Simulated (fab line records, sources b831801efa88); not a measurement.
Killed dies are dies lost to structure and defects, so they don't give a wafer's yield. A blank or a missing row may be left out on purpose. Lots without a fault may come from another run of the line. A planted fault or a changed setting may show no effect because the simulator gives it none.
fab line records | flow sky130
record lots=13 wafers=39 last_day=50
route steps=708 shown LDD_HVN@277 LDD_HVP@285 SPACER@305 POLY_CUT@319 PAD_OPEN@708
lots that met no fault: from a run of the same line without faults
start_h: hours from the record's first day to the start of the lot's first wafer shown | wait_h: hours since the lot's step before | " the same as in the row above | L1.1+2: a row that stands for several wafers | - no value, or no start given | * or withheld: withheld | < > ~ a bound
route shown NAME@n: a module of which the file shows steps, and the number in the route of the first | usual: mean/standard deviation of fault-free wafers | same: alike in all rows | chamber/n: place in a boat | sites: the reading at each site | _std_site: their standard deviation | _edge_site: outer sites' mean less inner sites' | radius_mm: how far each site lies from the wafer's centre | mask NAME#n: copy n | behind: the tool/chamber that last shaped the wafer | hold: why the lot was held/for how many hours/how that ended | device: the transistor (n, p or np) that didn't switch | end of line: the same wafers' tests at the end of the route | a step without rows: its recipe alone | killed: dies lost to structure and defects at the first sort, not the wafer's yield | map: a wafer's dies, x killed, . not, _ none there
set.NAME: the setting as run; set.NAME@STEP: as run at that earlier step | model.NAME: the simulator's own value behind a step, which no gauge read
steps of the route over a sample of lots; a table a step, a row a wafer
services: from which hour (start_h, from the record's first day; less than 0 if before it) a tool's chamber was out of use, for how many hours, and why
## steps
# step SKY_LDD_HVN_TW_MEAS_10
# usual LDD_HVN_TW=1428/8.8
# columns lot.wafer tool chamber start_h wait_h LDD_HVN_TW
L675.1 film_metro-03 - 461.17 0.1 1413
L675.3 " - " " 1410
L675.4 " - " " 1418
L676.4 film_metro-02 - 467.21 0.1 1441
L676.5 " - " " 1434
L676.6 " - " " 1432
L680.1 film_metro-04 - 513.95 0.1 1430
L680.2 " - " " 1435
L680.6 " - " " 1428
L683.3 film_metro-04 - 541.17 0.1 1440
L683.5 " - " " 1434
L683.6 " - " " 1432
L684.2 film_metro-04 - 556.51 0.1 1432
L684.3 " - " " 1430
L684.4 " - " " 1428
L685.2 film_metro-02 - 563.29 0.1 1425
L685.4 " - " " 1415
L685.5 " - " " 1427
L687.2 film_metro-04 - 566.38 0.1 1438
L687.4 " - " " 1433
L687.5 " - " " 1434
L688.1 film_metro-04 - 581.22 0.1 1446
L688.3 " - " " 1429
L688.5 " - " " 1431
L689.3 film_metro-02 - 590.85 0.1 1418
L689.4 " - " " 1417
L689.5 " - " " 1421
L695.1 film_metro-03 - 631.47 0.1 1429
L695.5 " - " " 1426
L695.6 " - " " 1424
L696.1 film_metro-02 - 636.24 0.1 1413
L696.3 " - " " 1414
L696.4 " - " " 1418
L697.1 film_metro-03 - 650.38 0.1 1433
L697.2 " - " " 1420
L697.5 " - " " 1422
L698.2 film_metro-03 - 666.21 0.1 1417
L698.4 " - " " 1417
L698.6 " - " " 1426
# step SKY_LDD_HVP_OVL_MEAS_07
# usual LDD_HVP_OVL=-1.0/1.7
# columns lot.wafer tool chamber start_h wait_h LDD_HVP_OVL[nm]
L675.1 overlay-01 - 492.18 0.1 1.4
L675.3 " - " " 1.4
L675.4 " - " " 1.9
L676.4 overlay-02 - 497.25 0.1 0.1
L676.5 " - " " 0.1
L676.6 " - " " -0.5
L680.1 overlay-01 - 544.28 0.1 -0.2
L680.2 " - " " -0.4
L680.6 " - " " -0.8
L683.3 overlay-01 - 570.25 0.1 -1.6
L683.5 " - " " -2.5
L683.6 " - " " -1.3
L684.2 overlay-01 - 585.50 0.1 -3.9
L684.3 " - " " -3.4
L684.4 " - " " -4.0
L685.2 overlay-01 - 592.49 0.1 -0.7
L685.4 " - " " 0.7
L685.5 " - " " 0.2
L687.2 overlay-02 - 595.45 0.1 0.6
L687.4 " - " " 1.7
L687.5 " - " " -0.3
L688.1 overlay-01 - 609.70 0.1 -0.5
L688.3 " - " " -2.1
L688.5 " - " " -2.7
L689.3 overlay-01 - 619.95 0.1 0.7
L689.4 " - " " 0.9
L689.5 " - " " 1.2
L695.1 overlay-02 - 659.33 0.1 -0.8
L695.5 " - " " 0.3
L695.6 " - " " -1.2
L696.1 overlay-02 - 665.03 0.1 -5.0
L696.3 " - " " -3.4
L696.4 " - " " -2.7
L697.1 overlay-02 - 678.60 0.1 -0.6
L697.2 " - " " 0.5
L697.5 " - " " 1.1
L698.2 overlay-01 - 694.10 0.1 -2.8
L698.4 " - " " -4.8
L698.6 " - " " -3.4
# step SKY_SPACER_THK_MEAS_01
# recipe reads=Si3N4_of_SPACER_CVD_00
# usual SPACER_CVD_00_THK=42.9/0.42
# columns lot.wafer tool chamber start_h wait_h SPACER_CVD_00_THK[nm]
L675.1 film_metro-01 - 524.71 0.0 42.5
L675.3 " - " " 42.9
L675.4 " - " " 42.8
L676.4 film_metro-02 - 530.72 0.0 43.0
L676.5 " - " " 43.3
L676.6 " - " " 43.2
L680.1 film_metro-01 - 578.05 0.0 43.2
L680.2 " - " " 42.8
L680.6 " - " " 42.8
L683.3 film_metro-02 - 604.40 0.0 43.1
L683.5 " - " " 43.0
L683.6 " - " " 43.3
L684.2 film_metro-01 - 617.31 0.0 42.6
L684.3 " - " " 42.6
L684.4 " - " " 42.8
L685.2 film_metro-02 - 625.72 0.0 42.9
L685.4 " - " " 43.0
L685.5 " - " " 42.7
L687.2 film_metro-02 - 629.34 0.0 42.4
L687.4 " - " " 42.2
L687.5 " - " " 43.0
L688.1 film_metro-02 - 643.90 0.0 42.4
L688.3 " - " " 42.4
L688.5 " - " " 42.5
L689.3 film_metro-03 - 652.23 0.0 43.6
L689.4 " - " " 43.2
L689.5 " - " " 43.7
L695.1 film_metro-03 - 689.24 0.0 43.0
L695.5 " - " " 43.1
L695.6 " - " " 42.8
L696.1 film_metro-01 - 695.21 0.0 42.9
L696.3 " - " " 43.2
L696.4 " - " " 43.3
L697.1 film_metro-02 - 709.34 0.0 42.4
L697.2 " - " " 42.3
L697.5 " - " " 42.5
L698.2 film_metro-02 - 724.95 0.0 42.8
L698.4 " - " " 42.4
L698.6 " - " " 42.1
# step SKY_POLY_CUT_STRIP_12
# recipe chemistry=O2/N2 power_w=1400 pressure_mtorr=1500 platen_temp_c=withheld o2_flow_sccm=3000 n2_flow_sccm=300 overash_fraction=0.5
# usual chamber_pressure_mTorr=1499.8/1.3 drypump_motor_current_A=5.9/0.54 oes_product_au=0.453/0.0042 strip_time_to_endpoint_s=5.363/0.017
# columns lot.wafer tool chamber start_h wait_h chamber_pressure_mTorr drypump_motor_current_A oes_product_au rf_hours_counter_h strip_time_to_endpoint_s
L675.1 plasma_asher-01 1 554.97 0.0 1501.0 6.2 0.453 86 5.362
L675.3 " 1 " " 1499.0 6.2 0.454 - 5.385
L675.4 " 0 " " 1498.8 4.8 0.453 - 5.357
L676.4 plasma_asher-02 0 561.23 0.1 1499.8 5.6 0.450 - 5.382
L676.5 " 0 " " 1497.9 5.6 0.449 - 5.355
L676.6 " 1 " " 1500.7 5.7 0.454 - 5.383
L680.1 plasma_asher-01 0 607.50 0.0 1498.9 4.8 0.452 91 5.362
L680.2 " 1 " " 1498.3 6.2 0.452 91 5.387
L680.6 " 0 " " 1498.4 4.8 0.457 - 5.379
L683.3 plasma_asher-01 1 633.48 0.1 1499.3 6.2 0.449 - 5.367
L683.5 " 0 " " 1500.1 4.8 0.456 - 5.372
L683.6 " 1 " " 1498.8 6.2 0.453 - 5.373
L684.2 plasma_asher-04 0 646.30 0.0 1500.4 6.5 0.449 22 5.360
L684.3 " 1 " " 1499.3 6.2 0.461 - 5.371
L684.4 " 0 " " 1500.4 6.5 0.457 - 5.374
L685.2 plasma_asher-01 0 654.41 0.0 - - - - -
L685.4 " 1 " " - - - - -
L685.5 " 1 " " - - - - -
L687.2 plasma_asher-02 0 658.01 0.0 - - - - -
L687.4 " 0 " " - - - - -
L687.5 " 1 " " - - - - -
L688.1 plasma_asher-04 0 672.95 0.0 - - - - -
L688.3 " 0 " " - - - - -
L688.5 " 0 " " - - - - -
L689.3 plasma_asher-04 1 680.93 0.1 1499.4 6.2 0.450 - 5.354
L689.4 " 0 " " 1500.6 6.4 0.453 - 5.375
L689.5 " 1 " " 1500.1 6.2 0.450 - 5.359
L695.1 plasma_asher-04 0 716.64 0.0 1499.8 6.5 0.455 29 5.362
L695.5 " 1 " " 1498.2 6.2 0.446 - 5.330
L695.6 " 0 " " 1500.8 6.5 0.450 - 5.330
L696.1 plasma_asher-04 0 723.25 0.0 1499.8 6.5 0.456 29 5.339
L696.3 " 0 " " 1498.7 6.5 0.458 - 5.360
L696.4 " 1 " " 1501.1 6.2 0.447 - 5.333
L697.1 plasma_asher-04 0 737.04 0.0 1498.7 6.4 0.456 30 5.343
L697.2 " 1 " " 1500.4 6.2 0.455 30 5.341
L697.5 " 1 " " 1498.4 6.2 0.451 - 5.342
L698.2 plasma_asher-04 1 752.89 0.0 1498.9 6.2 0.462 32 5.361
L698.4 " 0 " " 1499.2 6.4 0.455 - 5.360
L698.6 " 0 " " 1499.9 6.5 0.454 - 5.356
# step SKY_PAD_OPEN_PROBE_99
# usual killed_at_M0_to_M3=43/6.4 killed_at_M4_up=3.5/1.8 killed_at_contacts=25/5.7 killed_at_front_end=15/3.9 killed_at_other=0.3/0.67 killed_dies=87/8.6 killed_on_rim=17/3.9 killed_open=47/6.7 killed_short=39/5.9
# same gross_dies=492 killed_at_back_side=0
# columns lot.wafer tool chamber start_h wait_h killed_at_M0_to_M3 killed_at_M4_up killed_at_contacts killed_at_front_end killed_at_other killed_dies killed_on_rim killed_open killed_short
L675.1 prober-02 - 1073.03 0.1 37 2 17 10 0 66 10 40 26
L675.3 prober-02 - 1073.13 0.2 35 5 27 14 2 83 16 45 38
L675.4 prober-02 - 1073.18 0.2 44 5 22 21 0 92 16 50 42
L676.4 prober-01 - 1074.68 0.2 46 4 20 15 1 86 18 44 42
L676.5 prober-01 - 1074.73 0.2 52 2 26 11 0 91 24 57 34
L676.6 prober-01 - 1074.78 0.2 32 6 32 19 0 89 17 44 44
L680.1 prober-01 - 1109.13 0.1 52 5 21 20 0 98 20 52 45
L680.2 prober-01 - 1109.18 0.1 52 4 34 16 0 106 25 54 52
L680.6 prober-01 - 1109.38 0.2 42 2 23 19 0 86 13 40 46
L683.3 prober-02 - 1125.52 0.2 43 1 34 20 0 98 23 66 31
L683.5 prober-02 - 1125.62 0.2 43 6 25 21 0 95 18 50 44
L683.6 prober-02 - 1125.67 0.2 37 5 23 15 1 81 22 48 32
L684.2 prober-01 - 1137.51 0.1 41 1 23 22 0 87 16 50 37
L684.3 prober-01 - 1137.56 0.2 40 3 28 19 1 91 14 45 46
L684.4 prober-01 - 1137.61 0.2 48 1 19 24 0 92 13 51 41
L685.2 prober-01 - 1144.03 0.1 37 2 13 440 0 492 96 41 30
L685.4 prober-01 - 1144.13 0.2 52 2 18 420 0 492 96 43 40
L685.5 prober-01 - 1144.18 0.2 55 3 31 403 0 492 96 58 44
L687.2 prober-02 - 1144.38 0.1 35 5 29 423 0 492 96 55 30
L687.4 prober-02 - 1144.48 0.2 41 5 26 419 1 492 96 48 39
L687.5 prober-02 - 1144.53 0.2 44 1 21 426 0 492 96 41 36
L688.1 prober-01 - 1154.34 0.1 40 3 22 426 1 492 96 44 34
L688.3 prober-01 - 1154.44 0.2 50 2 30 410 0 492 96 54 39
L688.5 prober-01 - 1154.54 0.2 49 3 31 409 0 492 96 65 33
L689.3 prober-02 - 1159.96 0.2 47 2 21 23 1 94 24 53 40
L689.4 prober-02 - 1160.01 0.2 53 7 17 13 0 90 10 47 43
L689.5 prober-02 - 1160.06 0.2 57 5 32 15 0 109 21 60 49
L695.1 prober-02 - 1182.60 0.1 43 3 35 13 0 94 17 52 42
L695.5 prober-02 - 1182.80 0.2 47 1 15 17 1 81 21 41 40
L695.6 prober-02 - 1182.85 0.2 45 8 24 19 0 96 16 49 47
L696.1 prober-01 - 1184.56 0.1 37 1 22 13 0 73 18 40 33
L696.3 prober-01 - 1184.66 0.2 41 1 36 15 0 93 15 54 39
L696.4 prober-01 - 1184.71 0.2 48 2 27 17 1 95 22 52 43
L697.1 prober-02 - 1192.49 0.1 45 4 38 17 1 105 21 49 55
L697.2 prober-02 - 1192.54 0.1 50 2 31 15 2 100 17 53 46
L697.5 prober-02 - 1192.69 0.2 52 0 29 13 1 95 24 53 41
L698.2 prober-02 - 1201.45 0.1 37 5 24 15 0 81 16 52 29
L698.4 prober-02 - 1201.55 0.2 40 3 30 19 0 92 19 50 42
L698.6 prober-02 - 1201.65 0.2 45 4 19 15 0 83 12 44 39
# killed by level:class
L675.1 VIA3:geometric_particle:open=10 CONTACT:geometric_particle:open=6 VIA2:geometric_particle:open=6 POLY_GATE:geometric_particle:open=5 VIA1:geometric_particle:open=5 METAL1:geometric_particle:short=4 LI_CONTACT:geometric_particle:open=4 VIA2:geometric_particle:short=3
L675.3 LI_CONTACT:geometric_particle:open=9 CONTACT:geometric_particle:open=7 CONTACT:geometric_particle:short=7 VIA1:geometric_particle:open=6 VIA3:geometric_particle:open=6 METAL4:geometric_particle:short=5 POLY_GATE:geometric_particle:open=4 METAL2:geometric_particle:short=4
L675.4 VIA3:geometric_particle:open=10 VIA1:geometric_particle:open=8 LI_CONTACT:geometric_particle:open=8 FIELD_ISO:geometric_particle:open=7 SPACER:geometric_particle:short=6 CONTACT:geometric_particle:open=6 LOCAL_INTERCONNECT:geometric_particle:short=4 METAL4:geometric_particle:short=4
L676.4 CONTACT:geometric_particle:open=11 VIA1:geometric_particle:open=10 METAL2:geometric_particle:short=6 FIELD_ISO:geometric_particle:open=5 VIA1:geometric_particle:short=5 METAL1:geometric_particle:short=5 VIA2:geometric_particle:open=5 VIA3:geometric_particle:short=4
L676.5 VIA2:geometric_particle:open=11 LI_CONTACT:geometric_particle:open=10 VIA3:geometric_particle:open=8 CONTACT:geometric_particle:open=8 METAL2:geometric_particle:short=8 VIA1:geometric_particle:open=7 VIA2:geometric_particle:short=5 FIELD_ISO:geometric_particle:short=4
L676.6 LI_CONTACT:geometric_particle:open=12 METAL1:geometric_particle:short=8 LOCAL_INTERCONNECT:geometric_particle:short=7 FIELD_ISO:geometric_particle:open=6 VIA1:geometric_particle:open=6 CONTACT:geometric_particle:open=6 METAL2:geometric_particle:short=5 FIELD_ISO:geometric_particle:short=4
L680.1 VIA1:geometric_particle:open=15 METAL2:geometric_particle:short=9 LI_CONTACT:geometric_particle:open=8 FIELD_ISO:geometric_particle:open=7 CONTACT:geometric_particle:open=7 METAL1:geometric_particle:short=6 VIA3:geometric_particle:open=5 CONTACT:geometric_particle:short=5
L680.2 VIA1:geometric_particle:open=16 CONTACT:geometric_particle:short=10 CONTACT:geometric_particle:open=10 LI_CONTACT:geometric_particle:open=8 FIELD_ISO:geometric_particle:open=6 METAL2:geometric_particle:short=6 VIA2:geometric_particle:open=6 FIELD_ISO:geometric_particle:short=5
L680.6 VIA1:geometric_particle:open=10 METAL2:geometric_particle:short=8 CONTACT:geometric_particle:open=8 FIELD_ISO:geometric_particle:short=7 LI_CONTACT:geometric_particle:open=6 METAL1:geometric_particle:short=6 POLY_GATE:geometric_particle:short=4 VIA2:geometric_particle:open=4
L683.3 CONTACT:geometric_particle:open=18 VIA1:geometric_particle:open=11 VIA3:geometric_particle:open=9 VIA2:geometric_particle:open=7 POLY_GATE:geometric_particle:open=6 LOCAL_INTERCONNECT:geometric_particle:short=6 VIA1:geometric_particle:short=5 FIELD_ISO:geometric_particle:short=4
L683.5 CONTACT:geometric_particle:open=12 POLY_GATE:geometric_particle:open=9 VIA1:geometric_particle:open=9 METAL2:geometric_particle:short=8 METAL1:geometric_particle:short=7 METAL4:geometric_particle:short=6 METAL1:geometric_particle:open=5 VIA1:geometric_particle:short=5
L683.6 CONTACT:geometric_particle:open=11 VIA1:geometric_particle:open=11 FIELD_ISO:geometric_particle:open=7 METAL1:geometric_particle:short=7 METAL4:geometric_particle:short=5 METAL3:geometric_particle:short=5 VIA3:geometric_particle:open=5 LI_CONTACT:geometric_particle:open=4
L684.2 VIA1:geometric_particle:open=11 CONTACT:geometric_particle:open=10 POLY_GATE:geometric_particle:short=7 VIA3:geometric_particle:open=7 CONTACT:geometric_particle:short=6 FIELD_ISO:geometric_particle:open=5 FIELD_ISO:geometric_particle:short=5 LI_CONTACT:geometric_particle:open=5
L684.3 CONTACT:geometric_particle:open=11 LI_CONTACT:geometric_particle:open=7 METAL2:geometric_particle:short=7 VIA3:geometric_particle:open=7 METAL1:geometric_particle:short=6 FIELD_ISO:geometric_particle:short=5 FIELD_ISO:geometric_particle:open=5 VIA1:geometric_particle:open=5
L684.4 VIA1:geometric_particle:open=15 CONTACT:geometric_particle:open=7 METAL2:geometric_particle:short=6 FIELD_ISO:geometric_particle:short=5 METAL1:geometric_particle:short=5 VIA3:geometric_particle:open=5 FIELD_ISO:geometric_particle:open=4 POLY_GATE:geometric_particle:open=4
L685.2 SD_P:area_strip=421 VIA1:geometric_particle:open=8 VIA2:geometric_particle:open=7 FIELD_ISO:geometric_particle:short=6 VIA3:geometric_particle:open=6 FIELD_ISO:geometric_particle:open=5 POLY_GATE:geometric_particle:short=4 LI_CONTACT:geometric_particle:open=4
L685.4 SD_P:area_strip=409 VIA1:geometric_particle:open=14 VIA2:geometric_particle:open=8 METAL1:geometric_particle:short=7 CONTACT:geometric_particle:short=7 VIA2:geometric_particle:short=6 FIELD_ISO:geometric_particle:open=5 FIELD_ISO:geometric_particle:short=5
L685.5 SD_P:area_strip=390 VIA2:geometric_particle:open=11 VIA1:geometric_particle:open=10 CONTACT:geometric_particle:open=9 VIA1:geometric_particle:short=9 LI_CONTACT:geometric_particle:open=7 METAL1:geometric_particle:short=7 LOCAL_INTERCONNECT:geometric_particle:short=6
L687.2 SD_P:area_strip=407 LI_CONTACT:geometric_particle:open=11 VIA1:geometric_particle:open=10 VIA2:geometric_particle:open=7 CONTACT:geometric_particle:open=6 METAL1:geometric_particle:short=6 POLY_GATE:geometric_particle:short=4 POLY_GATE:geometric_particle:open=4
L687.4 SD_P:area_strip=405 CONTACT:geometric_particle:open=9 VIA1:geometric_particle:open=8 LI_CONTACT:geometric_particle:open=7 VIA3:geometric_particle:open=6 POLY_GATE:geometric_particle:open=5 LI_CONTACT:geometric_particle:short=4 VIA1:geometric_particle:short=4
L687.5 SD_P:area_strip=414 LI_CONTACT:geometric_particle:open=9 METAL1:geometric_particle:short=7 VIA3:geometric_particle:open=6 VIA1:geometric_particle:open=6 VIA2:geometric_particle:short=6 VIA3:geometric_particle:short=5 CONTACT:geometric_particle:open=5
L688.1 SD_P:area_strip=414 CONTACT:geometric_particle:open=10 VIA1:geometric_particle:open=10 VIA3:geometric_particle:open=8 FIELD_ISO:geometric_particle:short=6 VIA2:geometric_particle:open=5 POLY_GATE:geometric_particle:short=4 LI_CONTACT:geometric_particle:open=4
L688.3 SD_P:area_strip=399 VIA1:geometric_particle:open=13 LI_CONTACT:geometric_particle:open=12 CONTACT:geometric_particle:open=9 VIA3:geometric_particle:open=7 METAL3:geometric_particle:short=7 VIA2:geometric_particle:open=6 VIA1:geometric_particle:short=5
L688.5 SD_P:area_strip=394 VIA1:geometric_particle:open=18 CONTACT:geometric_particle:open=14 LI_CONTACT:geometric_particle:open=8 METAL1:geometric_particle:short=8 VIA3:geometric_particle:open=8 VIA2:geometric_particle:open=6 FIELD_ISO:geometric_particle:short=5
L689.3 CONTACT:geometric_particle:open=10 METAL2:geometric_particle:short=10 VIA2:geometric_particle:open=9 FIELD_ISO:geometric_particle:open=8 FIELD_ISO:geometric_particle:short=6 VIA1:geometric_particle:open=6 METAL1:geometric_particle:short=5 VIA3:geometric_particle:open=5
L689.4 VIA2:geometric_particle:open=9 VIA3:geometric_particle:open=9 CONTACT:geometric_particle:open=7 VIA1:geometric_particle:short=7 VIA1:geometric_particle:open=7 METAL2:geometric_particle:short=6 FIELD_ISO:geometric_particle:open=5 METAL1:geometric_particle:short=5
L689.5 VIA1:geometric_particle:open=16 LI_CONTACT:geometric_particle:open=11 CONTACT:geometric_particle:open=10 METAL2:geometric_particle:short=8 VIA1:geometric_particle:short=7 VIA3:geometric_particle:open=6 VIA2:geometric_particle:open=5 LI_CONTACT:geometric_particle:short=5
L695.1 CONTACT:geometric_particle:open=17 VIA1:geometric_particle:open=11 VIA3:geometric_particle:open=7 METAL2:geometric_particle:short=6 FIELD_ISO:geometric_particle:short=5 LI_CONTACT:geometric_particle:open=5 CONTACT:geometric_particle:short=5 VIA1:geometric_particle:short=5
L695.5 VIA1:geometric_particle:open=15 LOCAL_INTERCONNECT:geometric_particle:short=6 VIA3:geometric_particle:short=5 FIELD_ISO:geometric_particle:open=4 POLY_GATE:geometric_particle:short=4 CONTACT:geometric_particle:open=4 METAL1:geometric_particle:short=4 METAL2:geometric_particle:short=4
L695.6 VIA1:geometric_particle:open=10 LI_CONTACT:geometric_particle:open=8 VIA1:geometric_particle:short=8 VIA2:geometric_particle:short=8 VIA2:geometric_particle:open=7 POLY_GATE:geometric_particle:short=6 CONTACT:geometric_particle:open=6 FIELD_ISO:geometric_particle:open=5
L696.1 VIA1:geometric_particle:open=8 VIA3:geometric_particle:open=8 CONTACT:geometric_particle:open=7 VIA2:geometric_particle:open=6 CONTACT:geometric_particle:short=6 LOCAL_INTERCONNECT:geometric_particle:short=5 LI_CONTACT:geometric_particle:open=4 VIA3:geometric_particle:short=4
L696.3 CONTACT:geometric_particle:open=17 LI_CONTACT:geometric_particle:open=7 VIA2:geometric_particle:open=7 LOCAL_INTERCONNECT:geometric_particle:short=6 VIA1:geometric_particle:open=6 METAL2:geometric_particle:short=6 FIELD_ISO:geometric_particle:open=5 VIA3:geometric_particle:short=5
L696.4 LI_CONTACT:geometric_particle:open=13 VIA1:geometric_particle:open=8 VIA3:geometric_particle:open=8 FIELD_ISO:geometric_particle:short=7 VIA2:geometric_particle:open=7 LOCAL_INTERCONNECT:geometric_particle:short=6 METAL2:geometric_particle:short=5 FIELD_ISO:geometric_particle:open=4
L697.1 CONTACT:geometric_particle:open=12 LI_CONTACT:geometric_particle:open=10 VIA1:geometric_particle:open=10 LOCAL_INTERCONNECT:geometric_particle:short=6 VIA1:geometric_particle:short=6 FIELD_ISO:geometric_particle:short=5 LI_CONTACT:geometric_particle:short=5 CONTACT:geometric_particle:short=5
L697.2 VIA3:geometric_particle:open=11 CONTACT:geometric_particle:open=10 LOCAL_INTERCONNECT:geometric_particle:short=8 METAL1:geometric_particle:short=7 FIELD_ISO:geometric_particle:open=6 VIA2:geometric_particle:short=6 CONTACT:geometric_particle:short=5 LI_CONTACT:geometric_particle:open=5
L697.5 CONTACT:geometric_particle:open=13 VIA1:geometric_particle:open=11 VIA2:geometric_particle:short=10 VIA2:geometric_particle:open=9 FIELD_ISO:geometric_particle:open=6 LI_CONTACT:geometric_particle:open=6 LOCAL_INTERCONNECT:geometric_particle:short=6 VIA3:geometric_particle:short=5
L698.2 CONTACT:geometric_particle:open=8 LI_CONTACT:geometric_particle:open=8 VIA2:geometric_particle:open=8 VIA1:geometric_particle:open=7 POLY_GATE:geometric_particle:open=5 METAL1:geometric_particle:short=5 LI_CONTACT:geometric_particle:short=4 FIELD_ISO:geometric_particle:open=3
L698.4 CONTACT:geometric_particle:open=9 LI_CONTACT:geometric_particle:open=7 VIA1:geometric_particle:open=7 VIA3:geometric_particle:open=6 LI_CONTACT:geometric_particle:short=5 LOCAL_INTERCONNECT:geometric_particle:short=5 VIA2:geometric_particle:open=5 VIA2:geometric_particle:short=5
L698.6 VIA1:geometric_particle:open=9 METAL2:geometric_particle:short=8 CONTACT:geometric_particle:open=8 VIA2:geometric_particle:open=6 METAL1:geometric_particle:short=6 VIA3:geometric_particle:open=6 LI_CONTACT:geometric_particle:open=5 FIELD_ISO:geometric_particle:open=4
## services
# columns tool chamber start_h hours kind
plasma_asher-01 - 537.11 3.8 repair
plasma_asher-01 - 631.24 1.1 repair
plasma_asher-04 - 729.52 6.2 repair
plasma_asher-04 - 731.12 1.5 repair
plasma_asher-01 - 733.75 9.0 pm
plasma_asher-01 0 733.75 9.0 vent_cycle
plasma_asher-01 1 733.75 9.0 vent_cycle
plasma_asher-01 0 742.75 - clean
plasma_asher-01 1 742.75 - clean
## key
first_sign step=SKY_POLY_CUT_STRIP_12 reading=tool_record direction=missing
effect step=SKY_PAD_OPEN_PROBE_99 reading=killed_at_front_end direction=up sigmas=99+ usual=15 struck=420
more_kills_born_at SKY_POLY_CUT_STRIP_12@plasma_asher-02=1226 SKY_POLY_CUT_STRIP_12@plasma_asher-01=1220 SKY_POLY_CUT_STRIP_12@plasma_asher-04=1207
met_at SKY_POLY_CUT_STRIP_12
struck_lots L685,L687,L688
later_rows_left_out L685.2,L685.4,L685.5,L687.2,L687.4,L687.5,L688.1,L688.3,L688.5
tester_left_out L685,L687,L688
not_acting_at SKY_LDD_HVN_TW_MEAS_10,SKY_LDD_HVP_OVL_MEAS_07,SKY_SPACER_THK_MEAS_01
onset_between 646.30 654.41
fault kind=skipped_step_whole tool=plasma_asher-01,plasma_asher-02,plasma_asher-04 chamber=- onset_h=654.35 steps=SKY_POLY_CUT_STRIP_12 scope=struck_lots_only
# tester_left_out: of these lots the tester's yield and bins aren't shown, on N5 and GAA mostly nor the transistor test; their killed dies are dies lost to structure and defects alone, not to doping, threshold or leakage, so they don't give the yield
# later_rows_left_out: the simulator's readings of these wafers behind a module that went badly wrong aren't trusted and aren't shown, but for the sort
